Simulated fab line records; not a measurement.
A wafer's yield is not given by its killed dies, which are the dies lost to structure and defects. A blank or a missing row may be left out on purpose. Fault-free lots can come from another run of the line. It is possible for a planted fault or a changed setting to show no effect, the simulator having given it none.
Split-lot experiment -- flow sky130 -- route with 708 steps; 5 lots, 27 wafers read

## ABOUT THE SPLIT
At SKY_FIELD_ISO_CVD_03 (deposits Si3N4 from DCS/NH3, target thk 165 nm, time 2830 s), the setting time s was moved away from the recipe's 2830 s on 12 of the 27 wafers read, by -43.0% to -40.6%. The other wafers ran this setting at the recipe's value.

## FROM THE SPLIT TO THE READING: what the file shows between them, 2 steps
- SKY_FIELD_ISO_DEHYDRATE_05: time 60 s
- SKY_FIELD_ISO_ETCH_14: etches BARC in N2/H2, stops on SiO2, time 45.9 s, target depth 60 nm

## THE READING
oes product au, in a.u., at SKY_FIELD_ISO_ETCH_15 (etches the open film in CHF3/O2, stops on Si, target depth 180 nm, time 72 s). Typical for fault-free wafers on this fab line: 0.946 a.u., with standard deviation 0.0061 a.u.

wafer,"tool, chamber at the split","time s as run, s",against the recipe,"oes product au, a.u.",against lot-mates on the recipe
L076.1,"-, -",2830,recipe,0.949,-
L076.2,"-, -",2830,recipe,0.947,-
L076.3,"-, -",2830,recipe,0.949,-
L076.4,"-, -",2830,recipe,0.952,-
L076.5,"-, -",2830,recipe,0.952,-
L076.6,"-, -",2830,recipe,0.946,-
L078.3,"lpcvd-02, 0",2830,recipe,0.937,-
L078.4,"lpcvd-02, 0",2830,recipe,0.939,-
L078.5,"lpcvd-02, 0",2830,recipe,0.942,-
L079.1,"-, -",1680,-40.6%,0.708,no lot-mate on the recipe
L079.2,"-, -",1680,-40.6%,0.718,no lot-mate on the recipe
L079.3,"-, -",1680,-40.6%,0.711,no lot-mate on the recipe
L079.4,"-, -",1680,-40.6%,0.721,no lot-mate on the recipe
L079.5,"-, -",1680,-40.6%,0.717,no lot-mate on the recipe
L079.6,"-, -",1680,-40.6%,0.718,no lot-mate on the recipe
L083.1,"-, -",1612,-43.0%,0.700,no lot-mate on the recipe
L083.2,"-, -",1612,-43.0%,0.701,no lot-mate on the recipe
L083.3,"-, -",1612,-43.0%,0.705,no lot-mate on the recipe
L083.4,"-, -",1612,-43.0%,0.699,no lot-mate on the recipe
L083.5,"-, -",1612,-43.0%,0.698,no lot-mate on the recipe
L083.6,"-, -",1612,-43.0%,0.703,no lot-mate on the recipe
L084.1,"-, -",2830,recipe,0.943,-
L084.2,"-, -",2830,recipe,0.943,-
L084.3,"-, -",2830,recipe,0.941,-
L084.4,"-, -",2830,recipe,0.953,-
L084.5,"-, -",2830,recipe,0.940,-
L084.6,"-, -",2830,recipe,0.947,-

THE FIT
A straight line over all 27 wafers: oes product au changes by +0.00567 a.u. for each +1% of time s; r = +1.00; the points scatter about the line by 0.0045 a.u.
Too few moved wafers have a lot-mate on the recipe to fit a line with each lot's own level taken away.

## THE FILE'S OWN FIT
oes product au changes by +0.00567 a.u. for each +1% of time s, r = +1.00.
